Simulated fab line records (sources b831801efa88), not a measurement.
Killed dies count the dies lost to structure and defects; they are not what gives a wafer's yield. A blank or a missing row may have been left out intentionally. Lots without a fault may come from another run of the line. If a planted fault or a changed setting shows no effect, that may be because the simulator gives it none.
The tool behind it: which one? | flow sky130 | 36 wafers from 12 lots sampled at 5 of the route's 708 steps

## WHAT THE GAUGES SHOWED, per wafer
SKY_NWELL_THK_MEAS_02.
lot  | measured    | on           | NWELL_OXIDATION_THK (nm)
L164 | day 2 20:57 | filmMetro-04 | 10.07 10.01 10.00
L169 | day 4 17:50 | filmMetro-03 | 9.98 9.95 10.01
L170 | day 4 17:55 | filmMetro-03 | 10.40 10.50 10.41
L173 | day 4 22:05 | filmMetro-01 | 10.11 9.97 9.98
L174 | day 5 01:56 | filmMetro-03 | 9.82 9.83 9.77
L175 | day 5 14:15 | filmMetro-01 | 10.20 10.27 9.89
L176 | day 5 14:16 | filmMetro-04 | 10.17 10.14 10.21
L183 | day 7 03:40 | filmMetro-03 | 9.71 9.81 9.80
L182 | day 7 03:40 | filmMetro-04 | 9.82 9.87 9.69
L184 | day 7 07:31 | filmMetro-03 | 9.82 9.79 9.72
L185 | day 7 08:53 | filmMetro-01 | 9.92 9.84 9.98
L186 | day 7 16:36 | filmMetro-01 | 10.13 10.11 10.37

SKY_VT_ADJUST_LVTN_TW_MEAS_10.
lot  | measured     | on           | VT_ADJUST_LVTN_TW
L164 | day 6 21:18  | filmMetro-02 | 243.0 242.3 242.0
L169 | day 9 13:32  | filmMetro-04 | 242.5 241.3 241.5
L170 | day 9 14:33  | filmMetro-04 | 242.0 241.2 241.9
L173 | day 9 17:20  | filmMetro-01 | 241.1 241.2 242.0
L174 | day 9 23:31  | filmMetro-02 | 242.6 243.0 241.6
L175 | day 10 13:59 | filmMetro-04 | 241.8 242.2 242.5
L176 | day 10 15:11 | filmMetro-01 | 240.0 240.4 241.4
L183 | day 12 15:31 | filmMetro-02 | 241.2 241.4 243.0
L182 | day 12 15:11 | filmMetro-02 | 241.7 241.0 241.3
L184 | day 12 21:03 | filmMetro-01 | 216.3 215.9 216.8 217.2 217.9 216.3
L185 | day 13 00:12 | filmMetro-01 | 218.3 217.7 218.5 218.6 219.3 218.9
L186 | day 13 07:04 | filmMetro-01 | 241.9 241.9 242.1

SKY_VT_ADJUST_LVTN_TW_MEAS_21.
lot  | measured     | on           | VT_ADJUST_LVTN_2_TW
L164 | day 7 17:06  | filmMetro-01 | 187.7 187.6 189.0
L169 | day 10 12:26 | filmMetro-02 | 187.7 186.5 187.7
L170 | day 10 13:03 | filmMetro-02 | 187.5 186.9 187.2
L173 | day 10 15:20 | filmMetro-01 | 188.9 187.2 187.3
L174 | day 10 21:33 | filmMetro-04 | 188.1 189.1 188.1
L175 | day 11 12:29 | filmMetro-04 | 186.9 187.3 187.6
L176 | day 11 13:05 | filmMetro-01 | 189.5 189.4 190.0
L183 | day 13 17:04 | filmMetro-02 | 189.0 188.9 189.0
L182 | day 13 16:30 | filmMetro-01 | 189.9 188.2 187.7
L184 | day 13 23:39 | filmMetro-01 | 188.0 187.7 187.7
L185 | day 14 02:03 | filmMetro-02 | 188.8 188.0 188.7
L186 | day 14 09:29 | filmMetro-02 | 188.0 188.6 188.3

## WHAT TOOL EACH LOT RAN ON (gives the tool, then ch and the chambers of the sampled wafers, and finally the start)
lot  | SKY_DNWELL_STRIP_08                | SKY_VT_ADJUST_LVTN_IMPLANT_08
L164 | plasmaAsher-03 ch 0,1, day 3 11:10 | implanter-04 ch 0, day 6 21:04
L169 | plasmaAsher-01 ch 0, day 5 10:53   | implanter-03 ch 0, day 9 13:17
L170 | plasmaAsher-02 ch 0,1, day 5 11:29 | implanter-02 ch 0, day 9 14:19
L173 | plasmaAsher-02 ch 0,1, day 5 15:11 | implanter-03 ch 0, day 9 17:05
L174 | plasmaAsher-02 ch 0,1, day 5 20:05 | implanter-03 ch 0, day 9 23:19
L175 | plasmaAsher-03 ch 0,1, day 6 07:31 | implanter-03 ch 0, day 10 13:44
L176 | plasmaAsher-02 ch 0,1, day 6 07:32 | implanter-04 ch 0, day 10 14:57
L183 | plasmaAsher-01 ch 1, day 7 22:52   | implanter-03 ch 0, day 12 15:16
L182 | plasmaAsher-03 ch 1, day 7 22:35   | implanter-03 ch 0, day 12 14:57
L184 | plasmaAsher-03 ch 0,1, day 8 03:41 | implanter-03 ch 0, day 12 20:50
L185 | plasmaAsher-01 ch 0, day 8 05:08   | implanter-03 ch 0, day 12 23:58
L186 | plasmaAsher-02 ch 0,1, day 8 12:46 | implanter-04 ch 0, day 13 06:49
- SKY_DNWELL_STRIP_08: strips in O2/N2.
- SKY_VT_ADJUST_LVTN_IMPLANT_08

## WHAT THE TOOLS THEMSELVES READ (means of the sampled wafers that have a number; where no wafer has one, the mark that the record gives instead)
SKY_DNWELL_STRIP_08.
lot  | tool           | chamberPressureMTorr (mTorr) | drypumpMotorCurrentA (A) | oesProductAu (a.u.) | stripTimeToEndpointS (s)
L164 | plasmaAsher-03 | 1500.8                       | 5.9                      | 0.722               | 37.45
L169 | plasmaAsher-01 | 1499.4                       | 5.3                      | 0.723               | 37.23
L170 | plasmaAsher-02 | 1498.6                       | 5.7                      | 0.722               | 37.28
L173 | plasmaAsher-02 | 1500.8                       | 5.7                      | 0.722               | 37.52
L174 | plasmaAsher-02 | 1500.5                       | 5.2                      | 0.722               | 37.50
L175 | plasmaAsher-03 | 1498.2                       | 5.9                      | 0.727               | 37.21
L176 | plasmaAsher-02 | 1500.0                       | 5.6                      | 0.722               | 37.42
L183 | plasmaAsher-01 | 1499.9                       | 5.5                      | 0.718               | 37.45
L182 | plasmaAsher-03 | 1499.8                       | 6.2                      | 0.726               | 37.37
L184 | plasmaAsher-03 | 1500.4                       | 6.1                      | 0.723               | 37.29
L185 | plasmaAsher-01 | 1499.3                       | 5.2                      | 0.724               | 37.41
L186 | plasmaAsher-02 | 1500.3                       | 5.2                      | 0.723               | 37.44

SKY_VT_ADJUST_LVTN_IMPLANT_08.
lot  | tool         | doseIonsCm2 | faradayCurrentUA
L164 | implanter-04 | 1.5698e+12  | 8.73
L169 | implanter-03 | 1.5713e+12  | 8.93
L170 | implanter-02 | 1.5692e+12  | 8.99
L173 | implanter-03 | 1.5689e+12  | 8.98
L174 | implanter-03 | 1.5687e+12  | 8.79
L175 | implanter-03 | 1.5704e+12  | 8.85
L176 | implanter-04 | 1.5688e+12  | 9.02
L183 | implanter-03 | 1.5698e+12  | 8.76
L182 | implanter-03 | 1.5693e+12  | 8.93
L184 | implanter-03 | 1.1050e+12  | 6.15
L185 | implanter-03 | 1.1046e+12  | 6.22
L186 | implanter-04 | 1.5691e+12  | 8.69

## THE ANSWER, worked out from the rows above alone
Rule: usual is defined by the lots themselves. Put in order of their means at a reading, lots are off if they are a third of the lots or fewer, leave a main group of 4 or more, and stand apart from it by a gap of 3 or more times the standard deviation of the main group's means; of several such gaps the widest counts. A main group whose means are all the same, to the digits that the tables above print for the reading, isn't used. Also off: a lot with no number at a reading for which 4 or more lots have one. Where the step has rows for the other lots, those lots are counted as sound. The gauges are gone through in route order, then the tools' own readings, and for those a lot's mean is taken as printed above. At the first step where some lot is off, the reading lying furthest off is the one used; lots without a number count as furthest.
Off: L184, L185, at SKY_VT_ADJUST_LVTN_TW_MEAS_10 (VT_ADJUST_LVTN_TW). Main group: mean 241.8, sd 0.52.
A tool fits if, at a process step before that reading, it ran every lot that is off, and no sound lot after the first of them. Not tried: the gauges at SKY_VT_ADJUST_LVTN_TW_MEAS_10; whatever is off there is also off at SKY_VT_ADJUST_LVTN_IMPLANT_08, on other tools, and gauge error can't account for it. One fits: implanter-03 at SKY_VT_ADJUST_LVTN_IMPLANT_08. A fault onset in the window from L183 (day 12 15:16, its last sound lot) to L184 (day 12 20:50, its first lot off) fits.
The tool's own readings at SKY_VT_ADJUST_LVTN_IMPLANT_08 bear it out: on the lots that are off they differ by more than 5 times the standard deviation of the sound lots' means. doseIonsCm2 reads 1.1048e+12 there against 1.5695e+12 on the sound lots; faradayCurrentUA reads 6.19 there against 8.87 on the sound lots.

## WHAT THE SIMULATOR HAD INSERTED
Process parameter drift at SKY_VT_ADJUST_LVTN_IMPLANT_08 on implanter-03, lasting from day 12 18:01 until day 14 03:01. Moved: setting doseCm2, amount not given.
Shown lots that were struck: L184, L185. The same result came from the rule above.
